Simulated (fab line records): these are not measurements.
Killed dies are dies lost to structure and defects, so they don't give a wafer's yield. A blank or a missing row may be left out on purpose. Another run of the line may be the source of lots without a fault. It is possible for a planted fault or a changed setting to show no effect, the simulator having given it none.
fab line records	flow sky130
record lots=15	wafers=45	last_day=50
route steps=708 shown FIELD_ISO@5 PWDE@47 NWELL@79
lots that met no fault: from a run of the same line without faults
start_h: hours from the record's first day to the start of the lot's first wafer shown	wait_h: hours since the lot's step before	" repeats the value in the row above	L1.1+2: a single row standing in for several wafers	- no value present, or no start provided	* or withheld: withheld	< > ~ a bound
route shown NAME@n: NAME is a module with steps in the file, n the number in the route of the first one	usual: mean/standard deviation of fault-free wafers	same: alike in all rows	chamber/n: place in a boat	sites: per-site readings	_std_site: their standard deviation	_edge_site: the outer-site mean with the inner-site mean subtracted	radius_mm: for every site, how far away it sits from the centre of the wafer	mask NAME#n: copy n	behind: the most recent tool/chamber to have shaped the wafer	hold: what put the lot on hold/how long, in hours/how the hold closed	device: the n, p or np transistor that did not switch	end of line: tests of these same wafers at the route's end	a step without rows: its recipe alone	killed: the dies lost at the first sort to structure and to defects; this is not the yield of the wafer	map: dies across one wafer; x = killed, . = not, _ = none there
set.NAME: the setting the step ran with; set.NAME@STEP: the setting that earlier step ran with	model.NAME: the simulator's own value behind a step, which no gauge read
steps of the route over a sample of lots; a table a step, a row a wafer
services: a tool's chamber out of use, with start hour (start_h, from the record's first day; less than 0 if before it), hours out, and reason
## steps
# step SKY_FIELD_ISO_THK_MEAS_04
# recipe reads=Si3N4_of_FIELD_ISO_CVD_03
# usual FIELD_ISO_CVD_03_THK=165.3/1.5
lot.wafer	tool	chamber	start_h	wait_h	FIELD_ISO_CVD_03_THK[nm]
L298.3	film_metro-01	-	13.50	0.0	167.6
L298.4	"	-	"	"	167.9
L298.5	"	-	"	"	167.3
L300.1	film_metro-01	-	24.48	0.0	164.2
L300.3	"	-	"	"	164.8
L300.6	"	-	"	"	165.2
L305.2	film_metro-01	-	49.88	0.0	167.0
L305.4	"	-	"	"	165.9
L305.6	"	-	"	"	165.7
L306.1	film_metro-03	-	58.88	0.0	164.3
L306.2	"	-	"	"	164.5
L306.3	"	-	"	"	165.3
L307.1	film_metro-02	-	63.07	0.0	166.9
L307.3	"	-	"	"	165.5
L307.6	"	-	"	"	165.4
L311.1	film_metro-01	-	78.48	0.0	165.9
L311.4	"	-	"	"	165.2
L311.6	"	-	"	"	164.6
L312.1	film_metro-02	-	85.08	0.0	166.4
L312.2	"	-	"	"	166.8
L312.3	"	-	"	"	166.4
L313.2	film_metro-01	-	89.28	0.0	164.4
L313.4	"	-	"	"	165.0
L313.6	"	-	"	"	166.6
L315.2	film_metro-03	-	99.76	0.0	163.0
L315.3	"	-	"	"	163.3
L315.5	"	-	"	"	164.0
L316.1	film_metro-03	-	105.15	0.0	163.9
L316.5	"	-	"	"	164.9
L316.6	"	-	"	"	164.8
L317.1	film_metro-02	-	109.33	0.0	163.9
L317.4	"	-	"	"	165.0
L317.5	"	-	"	"	165.1
L318.2	film_metro-02	-	115.56	0.0	165.7
L318.4	"	-	"	"	166.2
L318.5	"	-	"	"	164.4
L319.1	film_metro-02	-	119.02	0.0	163.4
L319.3	"	-	"	"	164.5
L319.6	"	-	"	"	162.6
L320.3	film_metro-01	-	124.47	0.0	163.2
L320.4	"	-	"	"	162.7
L320.6	"	-	"	"	162.6
L321.4	film_metro-03	-	129.34	0.0	165.2
L321.5	"	-	"	"	165.3
L321.6	"	-	"	"	163.9
# step SKY_FIELD_ISO_CD_MEAS_13
# recipe target_cd_nm=150
# usual cd_nm=150.3/1.5
lot.wafer	tool	chamber	start_h	wait_h	cd_nm
L298.3	cd_sem-02	-	27.88	-	148.9
L298.4	"	-	"	"	146.9
L298.5	"	-	"	"	149.1
L300.1	cd_sem-01	-	39.19	-	147.2
L300.3	"	-	"	"	148.3
L300.6	"	-	"	"	148.0
L305.2	cd_sem-01	-	64.86	-	152.8
L305.4	"	-	"	"	152.0
L305.6	"	-	"	"	152.8
L306.1	cd_sem-02	-	74.59	-	150.0
L306.2	"	-	"	"	148.7
L306.3	"	-	"	"	151.0
L307.1	cd_sem-01	-	79.14	-	151.0
L307.3	"	-	"	"	150.2
L307.6	"	-	"	"	151.0
L311.1	cd_sem-02	-	95.69	-	150.7
L311.4	"	-	"	"	151.0
L311.6	"	-	"	"	148.2
L312.1	cd_sem-01	-	102.84	-	152.3
L312.2	"	-	"	"	151.9
L312.3	"	-	"	"	153.5
L313.2	cd_sem-02	-	106.91	-	151.0
L313.4	"	-	"	"	150.4
L313.6	"	-	"	"	149.4
L315.2	cd_sem-02	-	117.46	-	149.9
L315.3	"	-	"	"	149.1
L315.5	"	-	"	"	150.4
L316.1	cd_sem-02	-	123.65	-	151.0
L316.5	"	-	"	"	150.4
L316.6	"	-	"	"	150.8
L317.1	cd_sem-01	-	127.64	-	149.7
L317.4	"	-	"	"	150.8
L317.5	"	-	"	"	150.3
L318.2	cd_sem-02	-	134.92	-	146.3
L318.4	"	-	"	"	148.0
L318.5	"	-	"	"	147.3
L319.1	cd_sem-02	-	138.30	-	151.2
L319.3	"	-	"	"	152.5
L319.6	"	-	"	"	151.7
L320.3	cd_sem-01	-	144.34	-	148.9
L320.4	"	-	"	"	150.2
L320.6	"	-	"	"	148.6
L321.4	cd_sem-02	-	149.60	-	149.1
L321.5	"	-	"	"	149.0
L321.6	"	-	"	"	148.5
# step SKY_FIELD_ISO_ETCH_15
# recipe chemistry=CHF3/O2	target_depth_nm=180	stop_on=Si	source_w=600	bias_w=200	pressure_mtorr=40	chf3_flow_sccm=50	O2_flow_sccm=5	time_s=72
# usual O2_flow_sccm=5.001/0.015	drypump_motor_current_A=5.9/0.31	oes_product_au=0.947/0.0065	throttle_valve_pct=8.845/0.0087
lot.wafer	tool	chamber	start_h	wait_h	O2_flow_sccm	drypump_motor_current_A	oes_product_au	rf_hours_counter_h	throttle_valve_pct
L298.3	rie_diel-04	3	28.00	0.0	4.984	5.7	0.957	162	8.842
L298.4	"	1	"	"	5.003	6.2	0.952	119	8.838
L298.5	"	0	"	"	4.999	6.0	0.960	-	8.839
L300.1	rie_diel-04	1	39.35	0.0	4.978	6.2	0.942	119	8.831
L300.3	"	2	"	"	5.000	5.8	0.953	164	8.841
L300.6	"	0	"	"	5.013	6.0	0.955	-	8.842
L305.2	rie_diel-01	2	65.00	0.0	5.011	6.1	0.954	158	8.845
L305.4	"	3	"	"	5.001	5.5	0.946	109	8.846
L305.6	"	3	"	"	4.999	5.5	0.952	-	8.852
L306.1	rie_diel-03	1	74.75	0.0	4.992	6.4	0.939	12	8.845
L306.2	"	2	"	"	4.983	5.8	0.956	71	8.847
L306.3	"	0	"	"	4.981	6.5	0.947	117	8.835
L307.1	rie_diel-04	1	79.30	0.0	5.013	6.2	0.949	120	8.849
L307.3	"	2	"	"	4.999	5.8	0.942	165	8.854
L307.6	"	3	"	"	5.003	5.7	0.953	-	8.839
L311.1	rie_diel-04	0	95.86	0.0	5.001	6.0	0.951	162	8.840
L311.4	"	1	"	"	5.026	6.2	0.952	120	8.842
L311.6	"	0	"	"	5.035	6.0	0.941	-	8.847
L312.1	rie_diel-03	1	103.00	0.0	5.020	6.4	0.941	13	8.840
L312.2	"	3	"	"	5.029	5.9	0.952	68	8.854
L312.3	"	2	"	"	5.007	5.8	0.949	72	8.842
L313.2	rie_diel-04	0	107.05	0.0	5.015	6.0	0.941	162	8.841
L313.4	"	0	"	"	5.008	6.0	0.938	-	8.846
L313.6	"	1	"	"	4.985	6.2	0.956	-	8.837
L315.2	rie_diel-04	0	117.60	0.0	4.995	6.0	0.943	163	8.856
L315.3	"	2	"	"	5.005	5.8	0.936	0	8.829
L315.5	"	0	"	"	4.989	6.0	0.946	-	8.854
L316.1	rie_diel-01	2	123.81	0.0	5.010	6.1	0.940	159	8.856
L316.5	"	1	"	"	4.982	5.6	0.956	-	8.864
L316.6	"	2	"	"	5.007	6.1	0.945	-	8.853
L317.1	rie_diel-04	2	127.80	0.0	4.994	5.8	0.950	0	8.843
L317.4	"	2	"	"	5.013	5.9	0.945	-	8.839
L317.5	"	1	"	"	4.991	6.2	0.942	-	8.846
L318.2	rie_diel-01	3	135.06	0.0	4.983	5.5	0.953	111	8.830
L318.4	"	3	"	"	4.993	5.4	0.942	-	8.849
L318.5	"	0	"	"	5.010	5.6	0.944	-	8.847
L319.1	rie_diel-03	1	138.46	0.0	4.993	6.4	0.944	13	8.853
L319.3	"	3	"	"	4.974	5.9	0.947	69	8.847
L319.6	"	0	"	"	4.969	6.5	0.942	-	8.843
L320.3	rie_diel-03	2	144.46	0.0	5.028	5.8	0.941	72	8.835
L320.4	"	3	"	"	5.000	5.9	0.932	69	8.839
L320.6	"	2	"	"	4.992	5.8	0.938	-	8.852
L321.4	rie_diel-01	3	149.70	0.0	5.028	5.5	0.945	111	8.870
L321.5	"	0	"	"	4.971	5.6	0.952	-	8.838
L321.6	"	1	"	"	4.988	5.6	0.939	-	8.852
# step SKY_PWDE_COAT_02
# recipe spin_rpm=2000	resist_thk_nm=3000
# usual chill_plate_temp_C=23.01/0.11	dispense_pressure_kPa=55.8/2.8
lot.wafer	tool	chamber	start_h	wait_h	chill_plate_temp_C	dispense_pressure_kPa
L298.3	litho_track-04	0	59.46	0.1	23.09	57.6
L298.4	"	0	"	"	22.98	57.6
L298.5	"	0	"	"	23.09	57.6
L300.1	litho_track-01	0	68.59	0.1	22.95	56.6
L300.3	"	0	"	"	23.07	56.7
L300.6	"	0	"	"	22.91	56.7
L305.2	litho_track-04	-	100.68	0.1	-	-
L305.4	"	-	"	"	-	-
L305.6	"	-	"	"	-	-
L306.1	litho_track-04	-	106.61	0.1	-	-
L306.2	"	-	"	"	-	-
L306.3	"	-	"	"	-	-
L307.1	litho_track-01	-	115.14	0.1	-	-
L307.3	"	-	"	"	-	-
L307.6	"	-	"	"	-	-
L311.1	litho_track-02	0	131.29	0.1	23.10	50.3
L311.4	"	0	"	"	23.00	50.3
L311.6	"	0	"	"	23.00	50.3
L312.1	litho_track-01	0	139.74	0.1	22.83	56.6
L312.2	"	0	"	"	22.87	56.6
L312.3	"	0	"	"	22.93	56.7
L313.2	litho_track-04	0	144.93	0.1	23.10	57.7
L313.4	"	0	"	"	23.10	57.7
L313.6	"	0	"	"	23.05	57.7
L315.2	litho_track-02	0	156.71	0.1	23.14	50.4
L315.3	"	0	"	"	23.12	50.4
L315.5	"	0	"	"	23.23	50.4
L316.1	litho_track-04	0	161.41	0.1	22.97	57.7
L316.5	"	0	"	"	23.10	57.7
L316.6	"	0	"	"	23.17	57.7
L317.1	litho_track-04	0	164.91	0.1	22.97	57.7
L317.4	"	0	"	"	23.00	57.7
L317.5	"	0	"	"	23.05	57.7
L318.2	litho_track-01	0	174.92	0.1	22.98	56.6
L318.4	"	0	"	"	22.98	56.7
L318.5	"	0	"	"	23.06	56.7
L319.1	litho_track-01	0	180.59	0.1	23.17	56.6
L319.3	"	0	"	"	23.17	56.6
L319.6	"	0	"	"	23.22	56.6
L320.3	litho_track-01	0	185.59	0.1	23.26	56.6
L320.4	"	0	"	"	22.97	56.7
L320.6	"	0	"	"	22.95	56.6
L321.4	litho_track-04	0	188.38	0.1	22.96	57.7
L321.5	"	0	"	"	23.06	57.7
L321.6	"	0	"	"	22.99	57.7
# step SKY_PWDE_OVL_MEAS_07
# usual PWDE_OVL=0.5/1.1
lot.wafer	tool	chamber	start_h	wait_h	PWDE_OVL[nm]
L298.3	overlay-02	-	67.20	-	-2.2
L298.4	"	-	"	"	-0.1
L298.5	"	-	"	"	-1.1
L300.1	overlay-02	-	77.01	-	0.4
L300.3	"	-	"	"	2.0
L300.6	"	-	"	"	1.0
L305.2	overlay-01	-	109.60	-	-
L305.4	"	-	"	"	-
L305.6	"	-	"	"	-
L306.1	overlay-02	-	116.16	-	-
L306.2	"	-	"	"	-
L306.3	"	-	"	"	-
L307.1	overlay-01	-	125.04	-	-
L307.3	"	-	"	"	-
L307.6	"	-	"	"	-
L311.1	overlay-01	-	141.94	-	-0.8
L311.4	"	-	"	"	-0.8
L311.6	"	-	"	"	-1.1
L312.1	overlay-01	-	149.36	-	-2.0
L312.2	"	-	"	"	-0.5
L312.3	"	-	"	"	-0.1
L313.2	overlay-01	-	155.05	-	1.1
L313.4	"	-	"	"	2.8
L313.6	"	-	"	"	1.9
L315.2	overlay-02	-	167.60	-	-0.5
L315.3	"	-	"	"	-0.6
L315.5	"	-	"	"	-0.5
L316.1	overlay-01	-	171.79	-	0.6
L316.5	"	-	"	"	0.5
L316.6	"	-	"	"	-0.5
L317.1	overlay-02	-	174.76	-	1.9
L317.4	"	-	"	"	1.6
L317.5	"	-	"	"	0.1
L318.2	overlay-02	-	185.80	-	1.4
L318.4	"	-	"	"	0.5
L318.5	"	-	"	"	1.1
L319.1	overlay-02	-	191.44	-	-0.3
L319.3	"	-	"	"	0.6
L319.6	"	-	"	"	0.9
L320.3	overlay-02	-	195.97	-	-0.9
L320.4	"	-	"	"	-0.3
L320.6	"	-	"	"	0.7
L321.4	overlay-01	-	199.56	-	-1.6
L321.5	"	-	"	"	-0.5
L321.6	"	-	"	"	0.7
# step SKY_NWELL_TW_MEAS_26
# usual NWELL_2_TW=496/3.6
lot.wafer	tool	chamber	start_h	wait_h	NWELL_2_TW
L298.3	film_metro-02	-	103.05	0.1	494
L298.4	"	-	"	"	492
L298.5	"	-	"	"	494
L300.1	film_metro-02	-	112.84	0.1	491
L300.3	"	-	"	"	489
L300.6	"	-	"	"	493
L305.2	film_metro-04	-	148.94	0.1	557
L305.4	"	-	"	"	558
L305.6	"	-	"	"	556
L306.1	film_metro-01	-	155.73	0.1	551
L306.2	"	-	"	"	549
L306.3	"	-	"	"	552
L307.1	film_metro-02	-	165.89	0.1	551
L307.3	"	-	"	"	554
L307.6	"	-	"	"	552
L311.1	film_metro-04	-	183.69	0.1	504
L311.4	"	-	"	"	499
L311.6	"	-	"	"	502
L312.1	film_metro-01	-	192.97	0.1	496
L312.2	"	-	"	"	495
L312.3	"	-	"	"	496
L313.2	film_metro-01	-	197.43	0.1	497
L313.4	"	-	"	"	497
L313.6	"	-	"	"	498
L315.2	film_metro-02	-	212.00	0.1	494
L315.3	"	-	"	"	493
L315.5	"	-	"	"	495
L316.1	film_metro-02	-	217.74	0.1	494
L316.5	"	-	"	"	495
L316.6	"	-	"	"	492
L317.1	film_metro-02	-	219.04	0.1	493
L317.4	"	-	"	"	494
L317.5	"	-	"	"	493
L318.2	film_metro-02	-	230.60	0.1	494
L318.4	"	-	"	"	493
L318.5	"	-	"	"	493
L319.1	film_metro-04	-	237.94	0.1	500
L319.3	"	-	"	"	501
L319.6	"	-	"	"	500
L320.3	film_metro-04	-	242.16	0.1	495
L320.4	"	-	"	"	498
L320.6	"	-	"	"	501
L321.4	film_metro-01	-	246.17	0.1	499
L321.5	"	-	"	"	499
L321.6	"	-	"	"	499
## services
tool	chamber	start_h	hours	kind
rie_diel-04	3	10.20	4.7	repair
rie_diel-03	1	22.15	5.6	repair
rie_diel-03	2	48.48	5.2	repair
rie_diel-03	3	51.10	3.7	repair
rie_diel-03	-	67.61	0.2	repair
rie_diel-03	-	85.81	0.8	repair
rie_diel-04	2	97.94	-	clean
rie_diel-04	2	97.94	14.8	scheduled_down
rie_diel-04	2	97.94	14.8	vent_cycle
rie_diel-03	1	106.20	29.7	repair
rie_diel-04	3	112.72	-	clean
rie_diel-04	3	112.72	22.9	scheduled_down
rie_diel-04	3	112.72	22.9	vent_cycle
rie_diel-03	2	127.76	2.2	repair
rie_diel-01	2	129.78	-	clean
rie_diel-01	2	129.78	14.8	scheduled_down
rie_diel-01	2	129.78	14.8	vent_cycle
rie_diel-04	0	135.63	-	clean
rie_diel-04	0	135.63	15.2	scheduled_down
rie_diel-04	0	135.63	15.2	vent_cycle
rie_diel-01	0	162.15	6.2	repair
## key
first_sign step=SKY_PWDE_COAT_02	reading=tool_record	direction=missing
effect step=SKY_PWDE_OVL_MEAS_07	reading=PWDE_OVL	direction=missing
effect step=SKY_NWELL_TW_MEAS_26	reading=NWELL_2_TW	direction=up	sigmas=16	usual=496	struck=553
met_at SKY_PWDE_COAT_02
struck_lots L305,L306,L307
sort_left_out L305.2,L305.4,L305.6,L306.1,L306.2,L306.3,L307.1,L307.3,L307.6
tester_left_out L305,L306,L307
not_acting_at SKY_FIELD_ISO_THK_MEAS_04,SKY_FIELD_ISO_CD_MEAS_13,SKY_FIELD_ISO_ETCH_15
onset_between 68.59 100.68
fault kind=skipped_step_whole	tool=litho_track-01,litho_track-04	chamber=-	onset_h=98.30	steps=SKY_PWDE_COAT_02	scope=struck_lots_only
# tester_left_out: of these lots the tester's yield and bins aren't shown, on N5 and GAA mostly nor the transistor test; their killed dies are dies lost to structure and defects alone, not to doping, threshold or leakage, so they don't give the yield
# sort_left_out: the simulated sort isn't trusted on such a fault, so these wafers' sort isn't shown, and their yield isn't known
